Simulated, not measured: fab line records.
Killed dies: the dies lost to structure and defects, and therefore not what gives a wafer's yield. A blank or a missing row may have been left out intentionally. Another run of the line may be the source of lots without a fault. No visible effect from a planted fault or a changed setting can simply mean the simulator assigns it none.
fab line records ; flow sky130
record lots=6; wafers=18; last_day=50
route steps=708 shown VIA3@593 METAL4@598 CAP2M@603
lots untouched by any fault: they come from a run of this same line in which no faults occurred
start_h: the number of hours between the record's first day and the start of the first shown wafer of the lot ; wait_h: time in hours since the lot's previous step ; " the same as in the row above ; L1.1+2: several wafers, shown together as one row ; - no value present, or no start provided ; * or withheld: withheld ; < > ~ a bound
route shown NAME@n: NAME is a module with steps in the file, n the number in the route of the first one ; usual: the fault-free wafers' mean and standard deviation ; same: alike in all rows ; chamber/n: place in a boat ; sites: readings site by site ; _std_site: standard deviation of those values ; _edge_site: outer sites' mean less inner sites' ; radius_mm: how far each site lies from the wafer's centre ; mask NAME#n: copy n ; behind: the most recent tool/chamber to have shaped the wafer ; hold: the reason the lot was held/the length of the hold in hours/how it ended ; device: names the non-switching transistor (n, p or np) ; end of line: the route-end tests of the same wafers ; step lacking rows: just its recipe ; killed: dies lost to structure and defects at the first sort, not the wafer's yield ; map: a wafer's dies, x killed, . not, _ none there
set.NAME: the setting that was run; set.NAME@STEP: the one run at that earlier step ; model.NAME: the simulator's own value behind a step, which no gauge read
a table for each step, a row for each wafer; lots at some steps of the route
services: the hour from which a tool's chamber was out of use, counted from the record's first day as start_h (under 0 if before that day), plus the number of hours and why
## steps
# step SKY_VIA3_SPUTTER_20
# recipe material=TiN; target_thk_nm=20; chamber_pressure_pa=5; power_w=4000; time_s=80
# step SKY_VIA3_CVD_21
# recipe material=W; target_thk_nm=390; time_s=117.31; temp_c=400; pressure_torr=40
# usual heater_power_w=847/46
lot.wafer;tool;chamber;start_h;wait_h;heater_power_w
L839.1;cvd_w-01;1;970.74;0.0;864
L839.4;cvd_w-01;0;970.74;0.0;782
L839.5;cvd_w-01;0;970.74;0.0;774
L846.2;cvd_w-02;1;1051.40;0.0;954
L846.4;cvd_w-02;0;1051.40;0.0;824
L846.5;cvd_w-02;0;1051.40;0.0;830
L847.3;cvd_w-01;0;1052.04;0.1;787
L847.5;cvd_w-01;0;1052.04;0.1;770
L847.6;cvd_w-01;1;1052.04;0.1;869
L852.2;cvd_w-02;0;1055.66;0.0;842
L852.3;cvd_w-02;0;1055.66;0.0;826
L852.4;cvd_w-02;1;1055.66;0.0;898
L853.1;cvd_w-02;1;1059.51;0.0;898
L853.2;cvd_w-02;0;1059.51;0.0;836
L853.4;cvd_w-02;0;1059.51;0.0;811
L855.1;cvd_w-02;1;1080.45;0.0;920
L855.2;cvd_w-02;0;1080.45;0.0;823
L855.3;cvd_w-02;0;1080.45;0.0;841
# step SKY_VIA3_RS_MEAS_22
# recipe thk_meas_gauge=four-point-probe; reads=W_of_VIA3_CVD_21+TiN_of_VIA3_SPUTTER_20
# usual VIA3_W_RS=0.293/0.0073
lot.wafer;tool;chamber;start_h;wait_h;VIA3_W_RS[ohm/sq]
L839.1;film_metro-03;-;970.86;0.1;0.298
L839.4;film_metro-03;-;970.86;0.1;0.280
L839.5;film_metro-03;-;970.86;0.1;0.282
L846.2;film_metro-02;-;1051.54;0.1;0.294
L846.4;film_metro-02;-;1051.54;0.1;0.299
L846.5;film_metro-02;-;1051.54;0.1;0.299
L847.3;film_metro-03;-;1052.16;0.1;0.286
L847.5;film_metro-03;-;1052.16;0.1;0.281
L847.6;film_metro-03;-;1052.16;0.1;0.293
L852.2;film_metro-03;-;1055.80;0.1;0.300
L852.3;film_metro-03;-;1055.80;0.1;0.299
L852.4;film_metro-03;-;1055.80;0.1;0.294
L853.1;film_metro-02;-;1059.63;0.1;0.293
L853.2;film_metro-02;-;1059.63;0.1;0.301
L853.4;film_metro-02;-;1059.63;0.1;0.303
L855.1;film_metro-02;-;1080.57;0.1;0.294
L855.2;film_metro-02;-;1080.57;0.1;0.297
L855.3;film_metro-02;-;1080.57;0.1;0.301
# step SKY_VIA3_THK_MEAS_23
# recipe thk_meas_gauge=xrf; reads=W_of_VIA3_CVD_21
# usual VIA3_W_THK=402/10
lot.wafer;tool;chamber;start_h;wait_h;VIA3_W_THK[nm]
L839.1;film_metro-03;-;970.98;0.1;396
L839.4;film_metro-03;-;970.98;0.1;422
L839.5;film_metro-03;-;970.98;0.1;419
L846.2;film_metro-02;-;1051.65;0.1;395
L846.4;film_metro-02;-;1051.65;0.1;389
L846.5;film_metro-02;-;1051.65;0.1;391
L847.3;film_metro-03;-;1052.26;0.1;413
L847.5;film_metro-03;-;1052.26;0.1;422
L847.6;film_metro-03;-;1052.26;0.1;401
L852.2;film_metro-03;-;1055.91;0.1;393
L852.3;film_metro-03;-;1055.91;0.1;394
L852.4;film_metro-03;-;1055.91;0.1;401
L853.1;film_metro-02;-;1059.75;0.1;399
L853.2;film_metro-02;-;1059.75;0.1;385
L853.4;film_metro-02;-;1059.75;0.1;386
L855.1;film_metro-02;-;1080.69;0.1;397
L855.2;film_metro-02;-;1080.69;0.1;393
L855.3;film_metro-02;-;1080.69;0.1;389
# step SKY_VIA3_CMP_24
# recipe stop_on=SiO2; t_overpolish_s=20; down_force_psi=3.5; platen_rpm=60; target_thk_nm=0; pad_velocity_m_s=0.94248
# usual head_pressure_psi=3.500/0.0087; motor_current_A=11.7/1; overpolish_run_s=20.001/0.0087; slurry_flow_ml_min=150.0/0.47; time_to_endpoint_s=96/5.2
lot.wafer;tool;chamber;start_h;wait_h;head_pressure_psi;motor_current_A;overpolish_run_s;slurry_flow_ml_min;time_to_endpoint_s
L839.1;cmp-02;3;971.04;0.1;3.484;10.9;20.003;149.9;88
L839.4;cmp-02;1;971.04;0.1;3.497;12.8;19.999;150.5;107
L839.5;cmp-02;3;971.04;0.1;3.491;11.3;19.995;149.9;94
L846.2;cmp-02;3;1051.75;0.1;3.492;11.0;19.988;150.0;94
L846.4;cmp-02;0;1051.75;0.1;3.500;11.4;19.992;151.1;90
L846.5;cmp-02;3;1051.75;0.1;3.493;10.8;19.999;149.9;92
L847.3;cmp-02;2;1052.35;0.1;3.503;10.4;19.994;150.3;101
L847.5;cmp-02;1;1052.35;0.1;3.493;12.7;19.993;149.4;107
L847.6;cmp-02;2;1052.35;0.1;3.491;10.7;19.995;150.0;100
L852.3;cmp-01;3;1055.96;0.0;3.512;12.7;20.010;150.1;96
L852.4;cmp-01;1;1055.96;0.0;3.489;13.4;20.004;149.6;106
L852.2;cmp-01;2;1055.96;0.0;3.506;10.1;20.000;150.0;96
L853.4;cmp-01;0;1059.86;0.1;3.495;12.9;19.984;150.1;88
L853.2;cmp-01;1;1059.86;0.1;3.520;12.6;19.998;149.9;102
L853.1;cmp-01;2;1059.86;0.1;3.505;10.5;20.014;150.7;98
L855.3;cmp-01;1;1080.75;0.0;3.506;12.2;19.996;149.3;97
L855.1;cmp-01;2;1080.75;0.0;3.517;10.4;19.994;149.9;98
L855.2;cmp-01;0;1080.75;0.0;3.504;12.8;20.016;150.2;88
# step SKY_METAL4_SPUTTER_00
# recipe material=Ti; target_thk_nm=15; power_w=3000; time_s=10; chamber_pressure_pa=0.4
# usual cathode_dc_power_W=3000.0/0.49; chamber_pressure_pa=0.4000/0.00084; throttle_valve_pct=29.7/0.81
lot.wafer;tool;chamber;start_h;wait_h;cathode_dc_power_W;chamber_pressure_pa;throttle_valve_pct
L839.1;pvd_sputter-02;-;971.34;0.2;3000.3;0.4016;30.2
L839.4;pvd_sputter-02;-;971.34;0.2;3000.2;0.3999;29.3
L839.5;pvd_sputter-02;-;971.34;0.2;3000.0;0.4020;30.9
L846.2;pvd_sputter-03;-;1052.00;0.2;2999.6;0.3996;28.6
L846.4;pvd_sputter-03;-;1052.00;0.2;3000.5;0.4001;29.8
L846.5;pvd_sputter-03;-;1052.00;0.2;3000.4;0.3993;29.8
L847.3;pvd_sputter-03;-;1052.60;0.2;2999.7;0.3996;29.4
L847.5;pvd_sputter-03;-;1052.60;0.2;2999.9;0.4004;28.9
L847.6;pvd_sputter-03;-;1052.60;0.2;3000.7;0.3999;29.0
L852.2;pvd_sputter-03;-;1056.26;0.1;3000.1;0.4019;28.6
L852.3;pvd_sputter-03;-;1056.26;0.1;3000.3;0.3995;29.0
L852.4;pvd_sputter-03;-;1056.26;0.1;3000.0;0.4014;29.6
L853.1;pvd_sputter-01;-;1060.11;0.1;3000.1;0.4004;30.4
L853.2;pvd_sputter-01;-;1060.11;0.1;2999.7;0.4000;30.1
L853.4;pvd_sputter-01;-;1060.11;0.1;2999.4;0.3991;28.8
L855.1;pvd_sputter-03;-;1081.05;0.2;3000.9;0.4002;28.7
L855.2;pvd_sputter-03;-;1081.05;0.2;2999.7;0.4009;29.8
L855.3;pvd_sputter-03;-;1081.05;0.2;2999.2;0.3988;29.2
# step SKY_METAL4_SPUTTER_01
# recipe material=TiN; target_thk_nm=20; power_w=6500; time_s=16.7; chamber_pressure_pa=0.4
# step SKY_METAL4_SPUTTER_02
# recipe material=AlCu; target_thk_nm=735; power_w=10600; time_s=39.1; chamber_pressure_pa=0.4
# usual cathode_dc_power_W=10600/1.7; chamber_pressure_pa=0.4001/0.00081; throttle_valve_pct=29.7/0.82
lot.wafer;tool;chamber;start_h;wait_h;cathode_dc_power_W;chamber_pressure_pa;throttle_valve_pct
L839.1;pvd_sputter-02;-;971.39;0.0;10602;0.4005;30.4
L839.4;pvd_sputter-02;-;971.39;0.0;10602;0.3978;29.3
L839.5;pvd_sputter-02;-;971.39;0.0;10598;0.4000;30.7
L846.2;pvd_sputter-03;-;1052.05;0.0;10601;0.4014;28.9
L846.4;pvd_sputter-03;-;1052.05;0.0;10600;0.3997;29.8
L846.5;pvd_sputter-03;-;1052.05;0.0;10605;0.3990;29.7
L847.3;pvd_sputter-03;-;1052.65;0.0;10598;0.3998;29.3
L847.5;pvd_sputter-03;-;1052.65;0.0;10598;0.4000;28.7
L847.6;pvd_sputter-03;-;1052.65;0.0;10601;0.4015;28.7
L852.2;pvd_sputter-03;-;1056.31;0.0;10601;0.3993;28.7
L852.3;pvd_sputter-03;-;1056.31;0.0;10602;0.4011;29.1
L852.4;pvd_sputter-03;-;1056.31;0.0;10600;0.3995;29.6
L853.1;pvd_sputter-01;-;1060.16;0.0;10600;0.4007;30.8
L853.2;pvd_sputter-01;-;1060.16;0.0;10601;0.4015;30.0
L853.4;pvd_sputter-01;-;1060.16;0.0;10598;0.4007;28.8
L855.1;pvd_sputter-03;-;1081.10;0.0;10599;0.4004;28.8
L855.2;pvd_sputter-03;-;1081.10;0.0;10600;0.4002;29.4
L855.3;pvd_sputter-03;-;1081.10;0.0;10600;0.4002;29.3
# step SKY_METAL4_SPUTTER_03
# recipe material=Ti; target_thk_nm=5; power_w=3000; time_s=3.3; chamber_pressure_pa=0.4
# step SKY_METAL4_SPUTTER_04
# recipe material=TiN; target_thk_nm=70; power_w=6500; time_s=58.3; chamber_pressure_pa=0.4
# step SKY_CAP2M_CVD_00
# recipe material=SiO2; target_thk_nm=15.5; temp_c=400; time_s=withheld; rf_w=450
# usual heater_power_w=704/76
lot.wafer;tool;chamber;start_h;wait_h;heater_power_w
L839.1;pecvd-03;0;971.50;0.0;541
L839.4;pecvd-03;0;971.50;0.0;542
L839.5;pecvd-03;1;971.50;0.0;746
L846.2;pecvd-04;1;1052.16;0.0;620
L846.4;pecvd-04;0;1052.16;0.0;728
L846.5;pecvd-04;2;1052.16;0.0;618
L847.3;pecvd-02;1;1052.76;0.0;704
L847.5;pecvd-02;2;1052.76;0.0;656
L847.6;pecvd-02;0;1052.76;0.0;685
L852.2;pecvd-02;1;1056.41;0.0;721
L852.3;pecvd-02;2;1056.41;0.0;794
L852.4;pecvd-02;1;1056.41;0.0;731
L853.1;pecvd-03;0;1060.27;0.0;663
L853.2;pecvd-03;2;1060.27;0.0;741
L853.4;pecvd-03;1;1060.27;0.0;824
L855.1;pecvd-03;2;1081.20;0.0;774
L855.2;pecvd-03;0;1081.20;0.0;660
L855.3;pecvd-03;1;1081.20;0.0;767
# step SKY_CAP2M_THK_MEAS_01
# recipe reads=SiO2_of_CAP2M_CVD_00
# usual CAP2M_CVD_00_THK=15.53/0.25
lot.wafer;tool;chamber;start_h;wait_h;CAP2M_CVD_00_THK[nm]
L839.1;film_metro-04;-;971.52;-;14.96
L839.4;film_metro-04;-;971.52;-;15.34
L839.5;film_metro-04;-;971.52;-;15.42
L846.2;film_metro-04;-;1052.19;-;15.72
L846.4;film_metro-04;-;1052.19;-;15.81
L846.5;film_metro-04;-;1052.19;-;15.76
L847.3;film_metro-04;-;1052.80;-;15.54
L847.5;film_metro-04;-;1052.80;-;15.42
L847.6;film_metro-04;-;1052.80;-;15.57
L852.2;film_metro-03;-;1056.45;-;15.20
L852.3;film_metro-03;-;1056.45;-;15.04
L852.4;film_metro-03;-;1056.45;-;15.32
L853.1;film_metro-02;-;1060.29;-;15.45
L853.2;film_metro-02;-;1060.29;-;15.52
L853.4;film_metro-02;-;1060.29;-;16.14
L855.1;film_metro-04;-;1081.22;-;15.22
L855.2;film_metro-04;-;1081.22;-;15.23
L855.3;film_metro-04;-;1081.22;-;15.52
# step SKY_CAP2M_SPUTTER_02
# recipe material=TiN; target_thk_nm=200; temp_c=300; power_w=6500; time_s=166.7; chamber_pressure_pa=0.4
# usual cathode_dc_power_W=6500.0/1.2; chamber_pressure_pa=0.4000/0.0008; substrate_temp_c=299.98/0.18; throttle_valve_pct=29.6/0.68
lot.wafer;tool;chamber;start_h;wait_h;cathode_dc_power_W;chamber_pressure_pa;substrate_temp_c;throttle_valve_pct
L839.1;pvd_sputter-04;-;971.58;0.1;6501.0;0.4001;300.33;30.1
L839.4;pvd_sputter-04;-;971.58;0.1;6498.9;0.4007;300.16;29.0
L839.5;pvd_sputter-04;-;971.58;0.1;6500.6;0.4005;299.97;28.9
L846.2;pvd_sputter-03;-;1052.24;0.0;-;-;-;-
L846.4;pvd_sputter-03;-;1052.24;0.0;-;-;-;-
L846.5;pvd_sputter-03;-;1052.24;0.0;-;-;-;-
L847.3;pvd_sputter-03;-;1052.84;0.0;-;-;-;-
L847.5;pvd_sputter-03;-;1052.84;0.0;-;-;-;-
L847.6;pvd_sputter-03;-;1052.84;0.0;-;-;-;-
L852.2;pvd_sputter-04;-;1056.50;0.0;6499.4;0.3998;299.85;30.1
L852.3;pvd_sputter-04;-;1056.50;0.0;6504.0;0.3990;299.75;29.0
L852.4;pvd_sputter-04;-;1056.50;0.0;6501.6;0.4008;300.21;29.0
L853.1;pvd_sputter-03;-;1060.35;0.1;6499.1;0.3996;300.10;29.6
L853.2;pvd_sputter-03;-;1060.35;0.1;6501.9;0.3989;300.11;29.1
L853.4;pvd_sputter-03;-;1060.35;0.1;6501.5;0.3998;300.00;28.9
L855.1;pvd_sputter-04;-;1081.28;0.1;6499.2;0.4003;299.93;29.3
L855.2;pvd_sputter-04;-;1081.28;0.1;6498.0;0.4003;300.00;30.2
L855.3;pvd_sputter-04;-;1081.28;0.1;6497.1;0.4018;300.21;28.7
# step SKY_CAP2M_RS_MEAS_03
# recipe thk_meas_gauge=four-point-probe; reads=TiN_of_CAP2M_SPUTTER_02
# usual CAP2M_TIN_RS=6.92/0.088
lot.wafer;tool;chamber;start_h;wait_h;hold;CAP2M_TIN_RS[ohm/sq]
L839.1;film_metro-04;-;971.69;0.1;-;7.00
L839.4;film_metro-04;-;971.69;0.1;-;6.90
L839.5;film_metro-04;-;971.69;0.1;-;6.94
L846.2;film_metro-04;-;1052.37;0.1;await_dispo/0.2h/release;-
L846.4;film_metro-04;-;1052.37;0.1;await_dispo/0.2h/release;-
L846.5;film_metro-04;-;1052.37;0.1;await_dispo/0.2h/release;-
L846.2;film_metro-04;-;1052.66;0.3;-;-
L846.4;film_metro-04;-;1052.66;0.3;-;-
L846.5;film_metro-04;-;1052.66;0.3;-;-
L847.3;film_metro-04;-;1052.99;0.1;await_dispo/0.2h/release;-
L847.5;film_metro-04;-;1052.99;0.1;await_dispo/0.2h/release;-
L847.6;film_metro-04;-;1052.99;0.1;await_dispo/0.2h/release;-
L847.3;film_metro-04;-;1053.39;0.4;-;-
L847.5;film_metro-04;-;1053.39;0.4;-;-
L847.6;film_metro-04;-;1053.39;0.4;-;-
L852.2;film_metro-02;-;1056.63;0.1;-;6.92
L852.3;film_metro-02;-;1056.63;0.1;-;6.93
L852.4;film_metro-02;-;1056.63;0.1;-;6.93
L853.1;film_metro-03;-;1060.46;0.1;-;6.94
L853.2;film_metro-03;-;1060.46;0.1;-;6.91
L853.4;film_metro-03;-;1060.46;0.1;-;7.13
L855.1;film_metro-03;-;1081.39;0.1;-;6.97
L855.2;film_metro-03;-;1081.39;0.1;-;6.92
L855.3;film_metro-03;-;1081.39;0.1;-;6.96
## services
tool;chamber;start_h;hours;kind
cmp-01;-;951.59;1.4;repair
pvd_sputter-03;-;955.82;7.4;repair
cmp-02;-;973.67;5.3;pm
pvd_sputter-01;-;973.89;1.5;repair
cmp-02;-;986.96;0.8;repair
pvd_sputter-02;-;989.22;0.9;repair
pvd_sputter-03;-;993.59;5.8;repair
pvd_sputter-01;-;995.95;2.8;repair
pecvd-03;1;999.38;-;clean
pecvd-03;1;999.38;-;consumable_replace:showerhead
pecvd-03;1;999.38;29.0;scheduled_down
pecvd-03;1;999.38;29.0;vent_cycle
cmp-01;-;1004.30;2.5;repair
pvd_sputter-04;-;1013.21;0.8;repair
cmp-01;-;1016.91;0.5;repair
cmp-01;-;1035.03;6.0;pm
pvd_sputter-01;-;1038.65;2.2;repair
cmp-01;-;1042.83;1.2;repair
cmp-01;-;1046.64;0.9;repair
pvd_sputter-02;-;1046.69;15.9;repair
pecvd-03;-;1061.45;2.8;pm
cvd_w-01;0;1069.06;7.0;repair
pvd_sputter-01;-;1070.57;0.9;repair
cvd_w-01;-;1077.60;6.9;pm
## key
first_sign step=SKY_CAP2M_SPUTTER_02; reading=tool_record; direction=missing
effect step=SKY_CAP2M_RS_MEAS_03; reading=visit; direction=added
met_at SKY_CAP2M_SPUTTER_02
struck_wafers L846.2,L846.4,L846.5,L847.3,L847.5,L847.6
scrapped_behind SKY_CAP2M_RS_MEAS_03 L846.2,L846.4,L846.5,L847.3,L847.5,L847.6
fault kind=skipped_step_whole; tool=pvd_sputter-03; chamber=-; onset_h=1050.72; steps=SKY_CAP2M_SPUTTER_02; scope=struck_lots_only
